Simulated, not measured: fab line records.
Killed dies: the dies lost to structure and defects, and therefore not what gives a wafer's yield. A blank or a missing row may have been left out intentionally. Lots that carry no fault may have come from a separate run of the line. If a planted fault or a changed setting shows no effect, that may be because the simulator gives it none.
Comparing a struck lot with a sound one + flow sky130 + 42 steps out of a route of 708
Sound: wafers L267.1, L267.2, L267.4. Wafers L277.2, L277.3, L277.5 were the ones struck. Last of all comes the cause.
Order at every step that has rows: each side's tool, ch and its chambers, its first start. Under that, the readings that differ: sound wafers + struck wafers + difference of the means + sigmas: that difference in standard deviations of wafers without a fault.
alike: same words and numbers on both sides, and readings whose means sit less than 2 such deviations apart. not compared: any withheld reading, any reading some wafer has no value for, any bound like >300 that may hide the same value, and any number with overlapping values for which the record gives no deviation.
A row with sigmas, a row that says differs or no value, or rows on one side alone: a step with any of these is where the two part. Numbers that have no deviation but don't overlap get no sigmas and don't part them. A reading missing from all wafers of one side parts the sides only when that side holds two or more wafers.

SKY_NWELL_TW_MEAS_15:
  sound: filmMetro-03 at day 5 14:49; struck: filmMetro-01 at day 8 00:23
  alike: NWELL_TW
then, 7 steps without rows for these wafers: SKY_NWELL_DEHYDRATE_16 (time 60 s); SKY_NWELL_HMDS_17 (prime time 60 s); SKY_NWELL_COAT_18 (resist thk 3000 nm); SKY_NWELL_SOFTBAKE_19; SKY_NWELL_EXPOSE_20 (exposes mask NWM COMPLEMENT, target cd 840 nm); SKY_NWELL_PEB_21; SKY_NWELL_DEVELOP_22 (develop time 60 s).
SKY_NWELL_OVL_MEAS_23:
  sound: overlay-01 at day 6 08:45; struck: overlay-02 at day 8 22:08
  alike: NWELL_01_OVL
following that, these wafers have no rows for 1 step: SKY_NWELL_IMPLANT_24.
SKY_NWELL_STRIP_25: strips in O2/N2.
  sound on plasmaAsher-03 ch 0,1, day 6 08:56; struck on plasmaAsher-03 ch 0,1, day 8 22:19
  alike: drypumpMotorCurrentA, n2FlowSccm, oesProductAu, stripTimeToEndpointS
  not compared: rfHoursCounterH
SKY_NWELL_TW_MEAS_26:
  sound: filmMetro-03 at day 6 09:02; struck: filmMetro-04 at day 8 22:26
| reading    | sound       | struck      | difference | sigmas |
|------------|-------------|-------------|------------|--------|
| NWELL_2_TW | 486 485 485 | 499 495 498 | +12        | +2     |
SKY_NWELL_CLEAN_27: cleans in SC1/SC2, time 150 s.
  sound on wetBench-01 ch 3, day 6 09:06; struck on wetBench-01 ch 2, day 8 22:29
SKY_NWELL_RTA_28: time 30 s.
  sound on rtpAnneal-02 ch 0, day 6 09:09; struck on rtpAnneal-02 ch 0, day 8 22:32
  alike: lampPowerPct, rampDownCPerS, rampUpCPerS, wafer_temp_C_max
SKY_NWELL_RS_MEAS_29: measurement is done with a four-point probe.
  sound: filmMetro-01 at day 6 09:15; struck: filmMetro-03 at day 8 22:39
  alike: NWELL_RS
SKY_NWELL_RS_MEAS_31: measurement is done with a four-point probe.
  sound: filmMetro-01 at day 6 09:29; struck: filmMetro-03 at day 8 22:53
| reading          | sound          | struck         | difference | sigmas |
|------------------|----------------|----------------|------------|--------|
| PWDE_RS (ohm/sq) | 5243 5233 5238 | 5287 5300 5287 | +53        | +3     |
then, 7 steps without rows for these wafers: SKY_VT_ADJUST_HVTP_DEHYDRATE_00 (time 60 s); SKY_VT_ADJUST_HVTP_HMDS_01 (prime time 60 s); SKY_VT_ADJUST_HVTP_COAT_02 (resist thk 1140 nm); SKY_VT_ADJUST_HVTP_SOFTBAKE_03 (time 60 s); SKY_VT_ADJUST_HVTP_EXPOSE_04 (exposes mask HVTPM, target cd 380 nm); SKY_VT_ADJUST_HVTP_PEB_05; SKY_VT_ADJUST_HVTP_DEVELOP_06 (develop time 60 s).
SKY_VT_ADJUST_HVTP_CD_MEAS_07: target cd 380 nm.
  sound: cdSem-01 at day 7 04:44; struck: cdSem-02 at day 9 20:33
  alike: cdNm
SKY_VT_ADJUST_HVTP_OVL_MEAS_08:
  sound: overlay-02 at day 7 04:52; struck: overlay-02 at day 9 20:40
  alike: VT_ADJUST_HVTP_OVL
following that, these wafers have no rows for 1 step: SKY_VT_ADJUST_HVTP_IMPLANT_09.
SKY_VT_ADJUST_HVTP_STRIP_10: strips in O2/N2.
  sound on plasmaAsher-03 ch 0,1, day 7 05:03; struck on plasmaAsher-03 ch 0,1, day 9 20:50
  alike: drypumpMotorCurrentA, n2FlowSccm, oesProductAu, stripTimeToEndpointS
  not compared: rfHoursCounterH
SKY_VT_ADJUST_HVTP_TW_MEAS_11:
  sound: filmMetro-01 at day 7 05:09; struck: filmMetro-01 at day 9 20:57
  alike: VT_ADJUST_HVTP_TW
then, 7 steps without rows for these wafers: SKY_VT_ADJUST_LVTN_DEHYDRATE_00 (time 60 s); SKY_VT_ADJUST_LVTN_HMDS_01 (prime time 60 s); SKY_VT_ADJUST_LVTN_COAT_02 (resist thk 3000 nm); SKY_VT_ADJUST_LVTN_SOFTBAKE_03; SKY_VT_ADJUST_LVTN_EXPOSE_04 (exposes mask NWM COMPLEMENT LESS NATIVE, target cd 840 nm); SKY_VT_ADJUST_LVTN_PEB_05; SKY_VT_ADJUST_LVTN_DEVELOP_06 (develop time 60 s).
SKY_VT_ADJUST_LVTN_OVL_MEAS_07:
  sound: overlay-01 at day 8 00:42; struck: overlay-02 at day 10 20:17
  alike: VT_ADJUST_LVTN_OVL
following that, these wafers have no rows for 1 step: SKY_VT_ADJUST_LVTN_IMPLANT_08.
SKY_VT_ADJUST_LVTN_STRIP_09: strips in O2/N2.
  sound on plasmaAsher-01 ch 0,1, day 8 00:53; struck on plasmaAsher-04 ch 0,1, day 10 20:28
  alike: drypumpMotorCurrentA, n2FlowSccm, oesProductAu, stripTimeToEndpointS
  not compared: rfHoursCounterH
SKY_VT_ADJUST_LVTN_TW_MEAS_10:
  sound: filmMetro-04 at day 8 00:59; struck: filmMetro-02 at day 10 20:35
| reading           | sound             | struck            | difference | sigmas |
|-------------------|-------------------|-------------------|------------|--------|
| VT_ADJUST_LVTN_TW | 241.3 240.4 242.6 | 234.8 235.7 235.5 | -6.1       | -2     |
then, 2 steps without rows for these wafers: SKY_VT_ADJUST_LVTN_DEHYDRATE_11 (time 60 s); SKY_VT_ADJUST_LVTN_HMDS_12 (prime time 60 s).
-- the record jumps here: 38 days lie between the struck wafers' starts before and after (it left off in module VT_ADJUST_LVTN and takes up again in module PAD_OPEN, whose first step shown is number 708 of the route) --
SKY_PAD_OPEN_PROBE_99:
  sound: prober-02 at day 46 16:57; struck: prober-01 at day 49 06:58
| reading          | sound    | struck      | difference | sigmas |
|------------------|----------|-------------|------------|--------|
| killedAtFrontEnd | 9 10 13  | 69 58 50    | +48        | +11    |
| killedDies       | 85 92 99 | 128 131 113 | +32        | +3     |
  alike: killed_at_M0_to_M3, killed_at_M4_up, killedAtContacts, killedAtOther, killedOpen, killedShort

WHERE THEY PART
Earliest at SKY_NWELL_TW_MEAS_26; latest, in this record, at SKY_PAD_OPEN_PROBE_99.

WHY: whatever the simulator had introduced
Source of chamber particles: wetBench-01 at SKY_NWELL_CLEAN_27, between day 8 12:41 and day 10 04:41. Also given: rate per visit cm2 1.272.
